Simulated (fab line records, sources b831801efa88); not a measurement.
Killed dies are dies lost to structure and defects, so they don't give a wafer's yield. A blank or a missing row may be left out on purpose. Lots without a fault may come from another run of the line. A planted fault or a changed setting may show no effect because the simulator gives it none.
Which tool did it? | flow gf180mcu | 12 lots, 36 wafers sampled, at 3 steps of a route of 602

WHAT THE GAUGES READ, wafer by wafer
GF_M1_OVL_MEAS_15. Usual: M1_OVL 3 nm, standard deviation 4.6.
lot  | measured     | on         | M1_OVL (nm) | flag
L769 | day 17 00:17 | overlay-01 | 0 4 1       |
L770 | day 17 13:03 | overlay-01 | 4 3 0       |
L772 | day 18 05:43 | overlay-01 | 0 -1 3      |
L774 | day 18 22:43 | overlay-01 | 11 -1 -3    |
L776 | day 19 20:22 | overlay-01 | 5 0 0       |
L777 | day 20 03:17 | overlay-02 | -2 0 -8     |
L780 | day 21 06:32 | overlay-02 | 5 1 7       |
L781 | day 21 18:19 | overlay-01 | -1 4 3      |
L782 | day 21 21:04 | overlay-01 | -1 -1 9     |
L786 | day 23 11:50 | overlay-02 | 0 1 7       |
L789 | day 24 12:38 | overlay-01 | -1 -3 3     |
L792 | day 25 07:23 | overlay-01 | 2 2 -1      |

WHICH TOOL RAN EACH LOT (tool, then ch and the chambers of the sampled wafers, then the start)
lot  | GF_MVSD_STRIP_10                     | GF_POLY_GATE_ETCH_12
L769 | plasma_asher-01 ch 0,1, day 4 11:50  | rie_diel-04 ch 1,2, day 9 05:10
L770 | plasma_asher-04 ch 0,1, day 4 16:00  | rie_diel-03 ch 0,1, day 9 11:17
L772 | plasma_asher-01 ch 0,1, day 5 03:06  | rie_diel-03 ch 0,1,3, day 10 01:46
L774 | plasma_asher-01 ch 0,1, day 5 14:38  | rie_diel-04 ch 0,1,2, day 10 13:50
L776 | plasma_asher-03 ch 0,1, day 6 01:38  | rie_diel-01 ch 0,2,3, day 11 04:57
L777 | plasma_asher-01 ch 0,1, day 6 07:05  | rie_diel-01 ch 0,2,3, day 11 12:59
L780 | plasma_asher-03 ch 0,1, day 7 01:28  | rie_diel-03 ch 1,2,3, day 12 13:01
L781 | plasma_asher-04 ch 0,1, day 7 08:53  | rie_diel-01 ch 1,2,3, day 12 21:22
L782 | plasma_asher-04 ch 0,1, day 7 12:56  | rie_diel-01 ch 0,1,2, day 13 00:01
L786 | plasma_asher-04 ch 0,1, day 8 13:32  | rie_diel-03 ch 1,3, day 14 05:28
L789 | plasma_asher-04 ch 0,1, day 9 07:37  | rie_diel-04 ch 2,3, day 15 09:04
L792 | plasma_asher-01 ch 0,1, day 10 01:20 | rie_diel-03 ch 0,1,3, day 16 03:59
- GF_MVSD_STRIP_10: strips in O2/N2.
- GF_POLY_GATE_ETCH_12: etches BARC in N2/H2.

WHAT THE TOOLS THEMSELVES READ (means of the sampled wafers that have a number; where no wafer has one, the mark that the record gives instead)
GF_MVSD_STRIP_10. Usual: chamber_pressure_mTorr 1500.1 mTorr, standard deviation 1.2; drypump_motor_current_A 5.8 A, standard deviation 0.37; heater_power_w 309 W, standard deviation 29; o2_flow_sccm 2999 sccm, standard deviation 9.4; oes_product_au 0.722 a.u., standard deviation 0.0044; strip_time_to_endpoint_s 37.04 s, standard deviation 0.086.
lot  | tool            | chamber_pressure_mTorr (mTorr) | drypump_motor_current_A (A) | heater_power_w (W) | o2_flow_sccm (sccm) | oes_product_au (a.u.) | strip_time_to_endpoint_s (s) | flag
L769 | plasma_asher-01 | 1497.9                         | 5.8                         | 330                | 3007                | 0.721                 | 37.04                        |
L770 | plasma_asher-04 | 1500.6                         | 5.3                         | 284                | 3009                | 0.724                 | 37.09                        |
L772 | plasma_asher-01 | 1499.8                         | 6.0                         | 339                | 2999                | 0.720                 | 37.02                        |
L774 | plasma_asher-01 | 1500.1                         | 5.8                         | 328                | 2994                | 0.719                 | 37.01                        |
L776 | plasma_asher-03 | 1500.4                         | 5.9                         | 301                | 3004                | 0.718                 | 37.09                        |
L777 | plasma_asher-01 | 1500.4                         | 5.8                         | 327                | 3005                | 0.726                 | 36.98                        |
L780 | plasma_asher-03 | 1500.1                         | 6.0                         | 289                | 2987                | 0.722                 | 37.00                        |
L781 | plasma_asher-04 | 1500.1                         | 5.3                         | 280                | 3003                | 0.721                 | 37.05                        |
L782 | plasma_asher-04 | 1499.9                         | 5.3                         | 281                | 3002                | 0.719                 | 36.99                        |
L786 | plasma_asher-04 | 1499.6                         | 5.5                         | 317                | 3003                | 0.720                 | 37.03                        |
L789 | plasma_asher-04 | 1500.6                         | 5.3                         | 279                | 2995                | 0.726                 | 37.07                        |
L792 | plasma_asher-01 | 1499.8                         | 6.0                         | 334                | 3000                | 0.725                 | 37.11                        |

GF_POLY_GATE_ETCH_12. Usual: bias_w 100.04 W, standard deviation 0.29; chamber_pressure_mTorr 30.000 mTorr, standard deviation 0.029; drypump_motor_current_A 5.67 A, standard deviation 0.26; oes_product_au 0.736 a.u., standard deviation 0.0049; throttle_valve_pct 13.214 %, standard deviation 0.0088.
lot  | tool        | bias_w (W) | chamber_pressure_mTorr (mTorr) | drypump_motor_current_A (A) | oes_product_au (a.u.) | throttle_valve_pct (%) | flag
L769 | rie_diel-04 | 100.15     | 30.010                         | 5.80                        | 0.737                 | 13.203                 |
L770 | rie_diel-03 | 100.04     | 30.004                         | 5.54                        | 0.735                 | 13.213                 |
L772 | rie_diel-03 | 100.03     | 30.005                         | 5.66                        | 0.734                 | 13.212                 |
L774 | rie_diel-04 | 100.20     | 29.962                         | 5.57                        | 0.733                 | 13.213                 |
L776 | rie_diel-01 | 100.41     | 29.977                         | 5.67                        | 0.740                 | 13.221                 |
L777 | rie_diel-01 | 100.01     | 29.999                         | 5.68                        | 0.738                 | 13.221                 |
L780 | rie_diel-03 | 99.85      | 30.014                         | 5.75                        | 0.738                 | 13.222                 |
L781 | rie_diel-01 | 104.66     | 30.020                         | 5.79                        | 0.736                 | 13.216                 | OFF
L782 | rie_diel-01 | 104.76     | 30.009                         | 5.86                        | 0.733                 | 13.213                 | OFF
L786 | rie_diel-03 | 99.94      | 29.974                         | 5.73                        | 0.738                 | 13.213                 |
L789 | rie_diel-04 | 100.17     | 29.996                         | 5.44                        | 0.739                 | 13.209                 |
L792 | rie_diel-03 | 100.00     | 30.013                         | 5.66                        | 0.738                 | 13.219                 |

THE ANSWER, worked out from the rows above alone
Rule: a lot is off if the mean of its wafers that have a number lies more than 3 standard deviations from the usual mean. A lot without any number at a reading at which 4 lots or more have one is off too. The other lots that the step has rows for count as sound. The gauges are gone through in route order, then the tools' own readings, and for those a lot's mean is taken as printed above. The first step at which some lot is off is used, and at that step the reading that is off furthest; a lot without a number counts as furthest.
Off: L781, L782, at GF_POLY_GATE_ETCH_12 (bias_w).
A tool fits if, at that step or a process step before it, it ran every lot that is off, and no sound lot after the first of them. One fits: rie_diel-01 at GF_POLY_GATE_ETCH_12. Its last sound lot is L777 (day 11 12:59), its first lot that is off L781 (day 12 21:22): a fault that began between those two fits.
The tool's own readings at GF_POLY_GATE_ETCH_12 bear it out: on the lots that are off they differ by more than 5 times the standard deviation of the sound lots' means. bias_w reads 104.71 W there against 100.08 W on the sound lots.

WHAT THE SIMULATOR HAD PUT IN
Process parameter drift: rie_diel-01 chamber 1, from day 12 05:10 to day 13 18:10, at GF_POLY_GATE_ETCH_12. Setting bias_w, moved by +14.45, from 100. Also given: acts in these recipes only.
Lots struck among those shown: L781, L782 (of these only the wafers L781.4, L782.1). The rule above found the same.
